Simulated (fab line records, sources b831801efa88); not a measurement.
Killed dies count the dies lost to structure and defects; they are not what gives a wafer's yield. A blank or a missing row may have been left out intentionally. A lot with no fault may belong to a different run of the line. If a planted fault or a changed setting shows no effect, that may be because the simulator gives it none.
fab line records	flow sky130
record: lots: 24	wafers: 72	lastDay: 50
route steps=708 shown CONTACT@407 METAL1@453 VIA1@481 METAL2@498
lots that met no fault: taken from a fault-free run of the same line
startH: hours from the record's opening day to when the first of the lot's shown wafers began	waitH: hours elapsed since this lot's preceding step	" as in the row above	L1.1+2: one row covering several wafers at once	- no value, or no start given	* or withheld: withheld	< > ~ a bound
route shown NAME@n: names a module that has steps shown in the file, with the first one's number in the route	usual: the fault-free wafers' mean and standard deviation	same: alike in all rows	chamber/n: place in a boat	sites: each site's reading	_std_site: the values' standard deviation	_edge_site: outer sites' mean less inner sites'	radiusMm: how far each site lies from the wafer's centre	mask NAME#n: copy n	behind: tool/chamber where the wafer was last shaped	hold: reason for holding the lot/hours on hold/outcome of the hold	device: the n, p or np transistor that did not switch	end of line: the same wafers' tests at the end of the route	for a step that has no rows: nothing shown but its recipe	killed: not the wafer's yield, but the dies lost to structure and defects at the first sort	map: per-die view of a wafer (x killed, . not killed, _ where there is no die)
set.NAME: the run value of the setting; set.NAME@STEP: its run value at that earlier step	model.NAME: the simulator's own value behind a step, which no gauge read
one table for each step of the route and one row for each wafer, over a sample of lots
services: a tool's chamber out of use, with start hour (startH, from the record's first day; less than 0 if before it), hours out, and reason
== steps ==
step: SKY_CONTACT_THK_MEAS_01
recipe: reads: Si3N4_of_CONTACT_CVD_00
usual: CONTACT_CVD_00_THK: 75.1/1.1
lot.wafer	tool	chamber	startH	waitH	CONTACT_CVD_00_THK[nm]
L074.1	filmMetro-02	-	686.43	-	75.1
L074.4	"	-	"	"	75.9
L074.6	"	-	"	"	75.7
L075.1	filmMetro-02	-	703.86	-	73.5
L075.3	"	-	"	"	74.0
L075.5	"	-	"	"	76.1
L076.1	filmMetro-03	-	717.86	-	75.3
L076.2	"	-	"	"	74.1
L076.4	"	-	"	"	76.2
L077.4	filmMetro-01	-	720.30	-	76.6
L077.5	"	-	"	"	75.5
L077.6	"	-	"	"	74.5
L078.4	filmMetro-01	-	729.50	-	77.0
L078.5	"	-	"	"	75.6
L078.6	"	-	"	"	77.4
L079.1	filmMetro-01	-	743.98	-	74.2
L079.2	"	-	"	"	75.7
L079.6	"	-	"	"	77.0
L080.3	filmMetro-03	-	760.10	-	74.8
L080.4	"	-	"	"	75.6
L080.5	"	-	"	"	73.6
L081.1	filmMetro-02	-	760.67	-	73.1
L081.3	"	-	"	"	74.0
L081.5	"	-	"	"	72.9
L082.1	filmMetro-01	-	764.25	-	74.6
L082.4	"	-	"	"	75.9
L082.5	"	-	"	"	76.4
L083.1	filmMetro-02	-	790.97	-	75.4
L083.2	"	-	"	"	73.5
L083.4	"	-	"	"	76.6
L084.1	filmMetro-01	-	796.22	-	74.2
L084.2	"	-	"	"	73.7
L084.4	"	-	"	"	73.9
L085.1	filmMetro-02	-	797.21	-	75.1
L085.2	"	-	"	"	72.1
L085.3	"	-	"	"	75.0
L087.4	filmMetro-02	-	805.84	-	77.4
L087.5	"	-	"	"	74.7
L087.6	"	-	"	"	76.6
L086.2	filmMetro-03	-	809.57	-	73.9
L086.4	"	-	"	"	77.3
L086.6	"	-	"	"	76.2
L088.2	filmMetro-03	-	811.67	-	75.5
L088.3	"	-	"	"	74.8
L088.4	"	-	"	"	75.8
L089.1	filmMetro-02	-	821.68	-	74.3
L089.3	"	-	"	"	74.3
L089.4	"	-	"	"	76.5
L090.1	filmMetro-03	-	830.31	-	73.6
L090.4	"	-	"	"	75.7
L090.6	"	-	"	"	75.9
L091.3	filmMetro-01	-	842.14	-	74.9
L091.5	"	-	"	"	76.3
L091.6	"	-	"	"	75.2
L092.1	filmMetro-03	-	850.68	-	74.9
L092.3	"	-	"	"	75.3
L092.6	"	-	"	"	75.6
L093.1	filmMetro-01	-	852.76	-	73.8
L093.4	"	-	"	"	75.4
L093.5	"	-	"	"	74.7
L094.1	filmMetro-01	-	858.74	-	73.3
L094.2	"	-	"	"	73.4
L094.3	"	-	"	"	74.1
L095.2	filmMetro-03	-	867.45	-	74.7
L095.3	"	-	"	"	74.6
L095.4	"	-	"	"	75.5
L096.1	filmMetro-03	-	875.13	-	73.2
L096.5	"	-	"	"	75.6
L096.6	"	-	"	"	73.7
L097.1	filmMetro-02	-	884.52	-	73.1
L097.4	"	-	"	"	75.6
L097.6	"	-	"	"	75.4
step: SKY_CONTACT_BOW_MEAS_05
recipe: mode: bow
usual: CONTACT_BOW: 82/7
lot.wafer	tool	chamber	startH	waitH	CONTACT_BOW[um]
L074.1	filmMetro-01	-	686.92	0.1	85
L074.4	"	-	"	"	82
L074.6	"	-	"	"	78
L075.1	filmMetro-02	-	704.38	0.2	90
L075.3	"	-	"	"	86
L075.5	"	-	"	"	84
L076.1	filmMetro-01	-	718.34	0.2	81
L076.2	"	-	"	"	89
L076.4	"	-	"	"	75
L077.4	filmMetro-02	-	720.82	0.2	89
L077.5	"	-	"	"	89
L077.6	"	-	"	"	86
L078.4	filmMetro-03	-	730.02	0.3	83
L078.5	"	-	"	"	82
L078.6	"	-	"	"	85
L079.1	filmMetro-01	-	744.48	0.1	94
L079.2	"	-	"	"	89
L079.6	"	-	"	"	80
L080.3	filmMetro-01	-	760.61	0.1	72
L080.4	"	-	"	"	72
L080.5	"	-	"	"	73
L081.1	filmMetro-01	-	761.16	0.1	87
L081.3	"	-	"	"	79
L081.5	"	-	"	"	73
L082.1	filmMetro-01	-	764.90	0.2	83
L082.4	"	-	"	"	65
L082.5	"	-	"	"	80
L083.1	filmMetro-02	-	791.46	0.2	86
L083.2	"	-	"	"	79
L083.4	"	-	"	"	95
L084.1	filmMetro-03	-	796.75	0.1	91
L084.2	"	-	"	"	80
L084.4	"	-	"	"	78
L085.1	filmMetro-03	-	797.70	0.2	87
L085.2	"	-	"	"	89
L085.3	"	-	"	"	95
L087.4	filmMetro-03	-	806.55	0.3	76
L087.5	"	-	"	"	87
L087.6	"	-	"	"	84
L086.2	filmMetro-02	-	810.07	0.3	59
L086.4	"	-	"	"	77
L086.6	"	-	"	"	82
L088.2	filmMetro-02	-	812.17	0.2	90
L088.3	"	-	"	"	74
L088.4	"	-	"	"	87
L089.1	filmMetro-01	-	822.16	0.2	82
L089.3	"	-	"	"	83
L089.4	"	-	"	"	77
L090.1	filmMetro-01	-	830.80	0.2	59
L090.4	"	-	"	"	78
L090.6	"	-	"	"	83
L091.3	filmMetro-03	-	842.65	0.1	82
L091.5	"	-	"	"	82
L091.6	"	-	"	"	84
L092.1	filmMetro-01	-	851.17	0.1	95
L092.3	"	-	"	"	93
L092.6	"	-	"	"	81
L093.1	filmMetro-01	-	853.28	0.2	88
L093.4	"	-	"	"	81
L093.5	"	-	"	"	87
L094.1	filmMetro-01	-	859.26	0.2	81
L094.2	"	-	"	"	79
L094.3	"	-	"	"	81
L095.2	filmMetro-03	-	867.95	0.3	94
L095.3	"	-	"	"	76
L095.4	"	-	"	"	80
L096.1	filmMetro-02	-	875.62	0.2	81
L096.5	"	-	"	"	86
L096.6	"	-	"	"	86
L097.1	filmMetro-03	-	885.01	0.2	77
L097.4	"	-	"	"	74
L097.6	"	-	"	"	84
step: SKY_METAL1_METAL_ETCH_19
recipe: targetDepthA: 3600	stopOn: SiO2	overEtchFrac: 0.3	timeS: 78	chemistry: Cl2/BCl3	resistSidewallDeg: 88	pressureMtorr: 10	icpW: 900	biasW: 48.5	Cl2_flow_sccm: 60	bcl3FlowSccm: 30
usual: biasW: 48.52/0.15	drypumpMotorCurrentA: 5.8/0.34	mfcCl2Sccm: 59.95/0.18	oesProductAu: 0.853/0.0069	throttleValvePct: 22.264/0.0095
lot.wafer	tool	chamber	startH	waitH	biasW	drypumpMotorCurrentA	mfcCl2Sccm	oesProductAu	rfHoursCounterH	throttleValvePct
L074.1	rieMetal-04	1	744.39	0.1	48.80	6.0	59.81	0.845	4	22.254
L074.4	"	1	"	"	48.76	6.0	59.87	0.847	-	22.261
L074.6	"	1	"	"	48.51	6.0	59.92	0.850	-	22.265
L075.1	rieMetal-03	1	762.38	0.1	48.76	5.6	59.71	0.843	3	22.275
L075.3	"	1	"	"	48.47	5.6	59.87	0.852	-	22.256
L075.5	"	1	"	"	48.60	5.6	59.38	0.834	-	22.277
L076.1	rieMetal-03	1	776.27	0.0	48.60	5.6	59.99	0.853	7	22.249
L076.2	"	0	"	"	48.36	5.5	59.98	0.859	0	22.259
L076.4	"	0	"	"	48.33	5.5	59.97	0.854	-	22.261
L077.4	rieMetal-04	0	777.67	0.1	48.42	6.2	59.95	0.842	-	22.260
L077.5	"	1	"	"	48.62	6.0	60.12	0.860	-	22.281
L077.6	"	0	"	"	48.46	6.2	59.92	0.861	-	22.269
L078.4	rieMetal-03	0	785.71	0.1	48.56	5.5	59.63	0.856	-	22.264
L078.5	"	1	"	"	48.63	5.6	60.34	0.855	-	22.254
L078.6	"	0	"	"	48.77	5.5	59.66	0.853	-	22.251
L079.1	rieMetal-02	0	801.52	0.0	48.66	6.4	60.21	0.865	11	22.263
L079.2	"	1	"	"	48.42	5.4	59.83	0.863	5	22.260
L079.6	"	0	"	"	48.49	6.3	59.91	0.865	-	22.260
L080.3	rieMetal-02	1	817.02	0.1	48.68	5.4	60.22	0.866	-	22.274
L080.4	"	0	"	"	48.68	6.3	60.13	0.852	-	22.259
L080.5	"	0	"	"	48.68	6.3	59.81	0.853	-	22.274
L081.1	rieMetal-04	0	818.79	0.0	48.58	6.2	59.79	0.845	1	22.267
L081.3	"	0	"	"	48.41	6.2	59.89	0.849	-	22.277
L081.5	"	1	"	"	48.40	6.0	60.22	0.863	-	22.248
L082.1	rieMetal-03	1	821.38	0.0	48.52	5.6	59.91	0.858	8	22.258
L082.4	"	0	"	"	48.40	5.5	59.73	0.838	-	22.269
L082.5	"	0	"	"	48.33	5.5	59.95	0.849	-	22.260
L083.1	rieMetal-03	1	848.03	0.0	48.48	5.6	60.26	0.860	9	22.293
L083.2	"	0	"	"	48.36	5.5	59.82	0.863	3	22.278
L083.4	"	1	"	"	48.66	5.6	60.29	0.860	-	22.265
L084.1	rieMetal-04	0	854.23	0.0	48.77	6.2	60.11	0.846	3	22.243
L084.2	"	1	"	"	48.16	6.0	59.77	0.861	8	22.266
L084.4	"	0	"	"	48.61	6.2	59.74	0.856	-	22.263
L085.1	rieMetal-02	0	855.38	0.0	48.55	6.3	60.24	0.849	14	22.262
L085.2	"	1	"	"	48.47	5.4	59.67	0.866	8	22.273
L085.3	"	0	"	"	48.74	6.3	60.14	0.841	-	22.273
L087.4	rieMetal-04	0	864.35	0.1	48.76	6.2	59.65	0.845	-	22.262
L087.5	"	0	"	"	48.40	6.2	59.82	0.853	-	22.262
L087.6	"	1	"	"	48.40	6.0	60.03	0.850	-	22.281
L086.2	rieMetal-02	0	869.18	0.0	48.48	6.3	60.00	0.847	15	22.259
L086.4	"	1	"	"	48.55	5.4	60.01	0.857	-	22.256
L086.6	"	1	"	"	48.67	5.4	59.79	0.855	-	22.268
L088.2	rieMetal-04	0	869.84	0.0	48.49	6.2	60.11	0.853	3	22.284
L088.3	"	1	"	"	48.50	6.0	60.06	0.853	-	22.263
L088.4	"	0	"	"	48.44	6.2	59.76	0.850	-	22.271
L089.1	rieMetal-03	0	880.17	0.0	48.36	5.5	60.22	0.857	5	22.259
L089.3	"	1	"	"	48.58	5.6	59.92	0.858	-	22.253
L089.4	"	0	"	"	48.50	5.5	60.16	0.861	-	22.265
L090.1	rieMetal-03	0	887.83	0.0	48.43	5.5	59.90	0.855	5	22.278
L090.4	"	1	"	"	48.39	5.6	59.85	0.841	-	22.264
L090.6	"	0	"	"	48.44	5.5	59.63	0.856	-	22.266
L091.3	rieMetal-02	0	899.47	0.1	48.40	6.3	59.77	0.840	-	22.256
L091.5	"	0	"	"	48.38	6.3	59.85	0.848	-	22.251
L091.6	"	1	"	"	48.60	5.4	59.96	0.855	-	22.272
L092.1	rieMetal-02	0	906.59	0.0	48.16	6.3	60.03	0.853	16	22.257
L092.3	"	1	"	"	48.64	5.4	59.83	0.862	-	22.274
L092.6	"	0	"	"	48.47	6.3	60.07	0.858	-	22.268
L093.1	rieMetal-03	0	908.37	0.0	48.63	5.5	59.91	0.846	5	22.252
L093.4	"	0	"	"	48.36	5.5	59.84	0.862	-	22.265
L093.5	"	1	"	"	48.50	5.6	60.08	0.852	-	22.279
L094.1	rieMetal-04	0	913.73	0.0	48.37	6.2	59.95	0.847	5	22.247
L094.2	"	1	"	"	48.65	6.0	59.99	0.851	10	22.266
L094.3	"	0	"	"	48.51	6.2	59.85	0.854	-	22.281
L095.2	rieMetal-04	0	920.49	0.0	48.59	6.2	60.07	0.846	5	22.265
L095.3	"	0	"	"	48.50	6.2	59.82	0.852	-	22.256
L095.4	"	1	"	"	48.82	5.9	59.68	0.847	-	22.256
L096.1	rieMetal-04	0	928.79	0.0	48.41	6.2	60.07	0.853	6	22.254
L096.5	"	1	"	"	48.47	6.0	60.09	0.850	-	22.259
L096.6	"	0	"	"	48.39	6.2	60.08	0.851	-	22.267
L097.1	rieMetal-03	1	937.08	0.0	48.71	5.6	60.27	0.843	13	22.254
L097.4	"	0	"	"	48.39	5.5	59.92	0.854	-	22.265
L097.6	"	0	"	"	48.72	5.5	59.99	0.849	-	22.275
step: SKY_VIA1_THK_MEAS_23
recipe: thkMeasGauge: xrf	reads: W_of_VIA1_CVD_21
usual: VIA1_W_THK: 263/4
lot.wafer	tool	chamber	startH	waitH	VIA1_W_THK[nm]
L074.1	filmMetro-03	-	774.79	0.1	266
L074.4	"	-	"	"	264
L074.6	"	-	"	"	267
L075.1	filmMetro-01	-	791.53	0.1	267
L075.3	"	-	"	"	261
L075.5	"	-	"	"	261
L076.1	filmMetro-01	-	805.53	0.1	266
L076.2	"	-	"	"	266
L076.4	"	-	"	"	269
L077.4	filmMetro-03	-	807.46	0.1	258
L077.5	"	-	"	"	262
L077.6	"	-	"	"	260
L078.4	filmMetro-04	-	814.98	0.1	267
L078.5	"	-	"	"	269
L078.6	"	-	"	"	264
L079.1	filmMetro-04	-	831.13	0.1	265
L079.2	"	-	"	"	265
L079.6	"	-	"	"	262
L080.3	filmMetro-01	-	847.42	0.1	254
L080.4	"	-	"	"	261
L080.5	"	-	"	"	256
L081.1	filmMetro-04	-	848.74	0.1	262
L081.3	"	-	"	"	267
L081.5	"	-	"	"	268
L082.1	filmMetro-04	-	851.98	0.1	269
L082.4	"	-	"	"	268
L082.5	"	-	"	"	267
L083.1	filmMetro-01	-	879.46	0.1	254
L083.2	"	-	"	"	259
L083.4	"	-	"	"	259
L084.1	filmMetro-01	-	884.51	0.1	257
L084.2	"	-	"	"	260
L084.4	"	-	"	"	265
L085.1	filmMetro-01	-	885.08	0.1	263
L085.2	"	-	"	"	262
L085.3	"	-	"	"	258
L087.4	filmMetro-03	-	893.45	0.1	260
L087.5	"	-	"	"	262
L087.6	"	-	"	"	260
L086.2	filmMetro-04	-	898.11	0.1	265
L086.4	"	-	"	"	267
L086.6	"	-	"	"	263
L088.2	filmMetro-01	-	898.41	0.1	260
L088.3	"	-	"	"	260
L088.4	"	-	"	"	260
L089.1	filmMetro-04	-	908.86	0.1	261
L089.3	"	-	"	"	263
L089.4	"	-	"	"	261
L090.1	filmMetro-04	-	915.48	0.1	264
L090.4	"	-	"	"	260
L090.6	"	-	"	"	258
L091.3	filmMetro-01	-	927.40	0.1	260
L091.5	"	-	"	"	263
L091.6	"	-	"	"	258
L092.1	filmMetro-04	-	933.64	0.1	269
L092.3	"	-	"	"	256
L092.6	"	-	"	"	256
L093.1	filmMetro-04	-	935.21	0.1	265
L093.4	"	-	"	"	264
L093.5	"	-	"	"	270
L094.1	filmMetro-01	-	940.39	0.1	262
L094.2	"	-	"	"	271
L094.3	"	-	"	"	272
L095.2	filmMetro-04	-	947.60	0.1	265
L095.3	"	-	"	"	264
L095.4	"	-	"	"	267
L096.1	filmMetro-03	-	955.22	0.1	269
L096.5	"	-	"	"	258
L096.6	"	-	"	"	271
L097.1	filmMetro-04	-	963.64	0.1	266
L097.4	"	-	"	"	268
L097.6	"	-	"	"	263
step: SKY_VIA1_CMP_24
recipe: stopOn: SiO2	tOverpolishS: 15	downForcePsi: 3.5	platenRpm: 60	targetThkNm: 0	padVelocityMS: 0.94248
usual: motorCurrentA: 11.7/1.2	overpolishRunS: 15.000/0.0094	timeToEndpointS: 62/3.7
same: tOverpolishS: 15
lot.wafer	tool	chamber	startH	waitH	motorCurrentA	overpolishRunS	timeToEndpointS
L074.1	cmp-02	1	774.90	0.1	10.1	14.988	62
L074.4	"	2	"	"	10.7	15.021	69
L074.6	"	1	"	"	10.4	15.002	60
L075.3	cmp-01	0	791.69	0.1	10.7	15.001	61
L075.1	"	1	"	"	10.4	14.993	66
L075.5	"	2	"	"	14.1	15.004	60
L076.2	cmp-01	1	805.59	0.0	10.0	14.993	67
L076.1	"	2	"	"	13.6	15.010	62
L076.4	"	3	"	"	12.1	14.994	61
L077.4	cmp-01	0	807.64	0.2	10.2	15.002	64
L077.5	"	1	"	"	10.7	14.998	67
L077.6	"	2	"	"	13.2	14.997	60
L078.4	cmp-01	1	815.03	0.0	10.5	15.001	64
L078.6	"	1	"	"	10.5	14.997	67
L078.5	"	2	"	"	13.7	15.003	57
L079.1	cmp-01	2	831.28	0.1	13.1	15.010	65
L079.2	"	3	"	"	11.5	15.005	66
L079.6	"	3	"	"	12.7	14.991	62
L080.3	cmp-02	0	847.51	0.1	11.6	15.007	59
L080.4	"	2	"	"	11.8	15.006	62
L080.5	"	0	"	"	11.5	15.019	61
L081.3	cmp-02	3	848.80	0.0	13.1	14.992	59
L081.1	"	1	"	"	10.3	14.984	58
L081.5	"	0	"	"	11.5	14.998	64
L082.1	cmp-02	3	852.13	0.1	12.9	14.993	55
L082.4	"	1	"	"	10.3	14.998	57
L082.5	"	0	"	"	11.6	15.008	63
L083.1	cmp-02	1	879.52	0.1	11.0	15.012	58
L083.4	"	2	"	"	10.9	15.013	67
L083.2	"	3	"	"	12.5	15.000	58
L084.2	cmp-01	0	884.57	0.0	10.5	14.991	64
L084.1	"	2	"	"	13.6	15.004	59
L084.4	"	3	"	"	12.1	14.996	60
L085.3	cmp-02	2	885.14	0.0	11.3	15.005	65
L085.1	"	3	"	"	12.0	15.000	59
L085.2	"	1	"	"	10.0	14.995	62
L087.4	cmp-01	3	893.57	0.1	12.4	15.006	59
L087.5	"	2	"	"	13.6	15.010	61
L087.6	"	3	"	"	11.8	14.996	57
L086.2	cmp-01	2	898.21	0.1	14.2	14.991	59
L086.4	"	0	"	"	10.8	15.008	64
L086.6	"	2	"	"	13.9	14.997	56
L088.4	cmp-01	3	898.46	0.0	11.8	15.005	61
L088.2	"	1	"	"	10.5	14.995	64
L088.3	"	2	"	"	13.3	15.000	61
L089.1	cmp-01	0	909.00	0.1	10.9	14.999	65
L089.4	"	1	"	"	10.8	14.996	64
L089.3	"	3	"	"	12.5	14.995	60
L090.4	cmp-02	3	915.81	0.3	13.2	14.982	59
L090.1	"	1	"	"	10.3	14.983	60
L090.6	"	0	"	"	11.3	14.996	65
L091.3	cmp-01	3	927.54	0.1	12.8	15.009	60
L091.5	"	1	"	"	9.9	15.002	64
L091.6	"	2	"	"	13.8	15.015	63
L092.3	cmp-02	3	933.80	0.1	13.3	15.005	56
L092.1	"	0	"	"	11.4	14.995	65
L092.6	"	1	"	"	10.5	15.002	56
L093.4	cmp-01	3	935.27	0.0	12.3	14.983	59
L093.1	"	1	"	"	10.6	14.994	67
L093.5	"	0	"	"	10.3	15.014	68
L094.2	cmp-01	2	940.50	0.1	13.7	14.996	59
L094.1	"	3	"	"	12.4	14.994	56
L094.3	"	0	"	"	10.9	15.000	66
L095.2	cmp-01	2	947.65	0.0	13.4	14.993	60
L095.3	"	3	"	"	12.4	15.011	60
L095.4	"	0	"	"	10.8	15.006	64
L096.1	cmp-02	0	955.43	0.2	12.2	14.986	71
L096.6	"	1	"	"	11.3	15.003	63
L096.5	"	2	"	"	10.5	15.010	66
L097.4	cmp-02	3	963.80	0.1	13.8	15.025	66
L097.1	"	0	"	"	11.6	14.997	66
L097.6	"	1	"	"	10.6	14.999	63
step: SKY_METAL2_CD_MEAS_15
recipe: targetCdNm: 140
usual: cdNm: 140.5/1.8
lot.wafer	tool	chamber	startH	waitH	cdNm
L074.1	cdSem-01	-	802.82	-	139.5
L074.4	"	-	"	"	139.0
L074.6	"	-	"	"	140.7
L075.1	cdSem-01	-	819.72	-	137.8
L075.3	"	-	"	"	137.5
L075.5	"	-	"	"	137.0
L076.1	cdSem-01	-	832.37	-	142.2
L076.2	"	-	"	"	140.8
L076.4	"	-	"	"	141.8
L077.4	cdSem-01	-	836.19	-	140.2
L077.5	"	-	"	"	139.5
L077.6	"	-	"	"	140.9
L078.4	cdSem-01	-	843.28	-	144.9
L078.5	"	-	"	"	145.9
L078.6	"	-	"	"	145.9
L079.1	cdSem-01	-	859.77	-	140.3
L079.2	"	-	"	"	142.0
L079.6	"	-	"	"	141.3
L080.3	cdSem-02	-	875.81	-	140.2
L080.4	"	-	"	"	140.1
L080.5	"	-	"	"	139.7
L081.1	cdSem-02	-	877.07	-	137.9
L081.3	"	-	"	"	138.9
L081.5	"	-	"	"	138.3
L082.1	cdSem-01	-	880.27	-	141.6
L082.4	"	-	"	"	140.7
L082.5	"	-	"	"	141.9
L083.1	cdSem-02	-	905.72	-	142.1
L083.2	"	-	"	"	142.2
L083.4	"	-	"	"	142.6
L084.1	cdSem-02	-	910.48	-	139.7
L084.2	"	-	"	"	139.1
L084.4	"	-	"	"	139.9
L085.1	cdSem-02	-	911.87	-	139.3
L085.2	"	-	"	"	141.3
L085.3	"	-	"	"	140.6
L087.4	cdSem-01	-	918.64	-	138.8
L087.5	"	-	"	"	139.0
L087.6	"	-	"	"	138.0
L086.2	cdSem-01	-	924.09	-	141.6
L086.4	"	-	"	"	141.8
L086.6	"	-	"	"	141.7
L088.2	cdSem-01	-	924.21	-	141.0
L088.3	"	-	"	"	141.5
L088.4	"	-	"	"	140.8
L089.1	cdSem-02	-	933.87	-	140.8
L089.3	"	-	"	"	141.3
L089.4	"	-	"	"	141.6
L090.1	cdSem-01	-	941.37	-	141.6
L090.4	"	-	"	"	142.9
L090.6	"	-	"	"	144.3
L091.3	cdSem-02	-	952.06	-	141.9
L091.5	"	-	"	"	140.2
L091.6	"	-	"	"	142.2
L092.1	cdSem-02	-	958.77	-	139.9
L092.3	"	-	"	"	140.7
L092.6	"	-	"	"	139.6
L093.1	cdSem-01	-	959.88	-	138.1
L093.4	"	-	"	"	137.3
L093.5	"	-	"	"	138.3
L094.1	cdSem-01	-	964.27	-	137.8
L094.2	"	-	"	"	139.0
L094.3	"	-	"	"	138.7
L095.2	cdSem-02	-	971.50	-	139.2
L095.3	"	-	"	"	140.3
L095.4	"	-	"	"	139.8
L096.1	cdSem-02	-	979.68	-	141.8
L096.5	"	-	"	"	141.8
L096.6	"	-	"	"	140.7
L097.1	cdSem-01	-	988.22	-	142.9
L097.4	"	-	"	"	142.5
L097.6	"	-	"	"	143.8
== services ==
tool	chamber	startH	hours	kind
rieMetal-04	-	720.94	2.8	pm
cmp-01	-	732.15	0.6	repair
rieMetal-04	0	734.44	-	clean
rieMetal-04	0	734.44	25.6	scheduledDown
cmp-02	-	744.00	4.0	pm
cmp-02	-	748.00	-	consumableReplace:conditioner
cmp-02	-	748.00	-	consumableReplace:pad
rieMetal-04	-	761.78	14.6	pm
rieMetal-03	-	768.45	0.3	repair
cmp-02	-	801.70	16.7	pm
rieMetal-02	1	813.17	1.4	repair
cmp-01	-	839.14	13.2	repair
rieMetal-02	-	867.04	0.4	repair
cmp-02	-	892.31	5.7	pm
rieMetal-04	-	896.68	0.3	repair
cmp-02	-	898.00	6.5	pm
cmp-02	-	899.73	1.8	repair
cmp-01	-	912.00	4.0	pm
cmp-01	-	916.00	-	consumableReplace:conditioner
cmp-01	-	916.00	-	consumableReplace:pad
cmp-01	-	916.00	5.4	pm
rieMetal-03	0	916.57	1.7	repair
cmp-02	-	926.81	0.7	repair
cmp-02	-	940.39	0.5	repair
== key ==
fault none
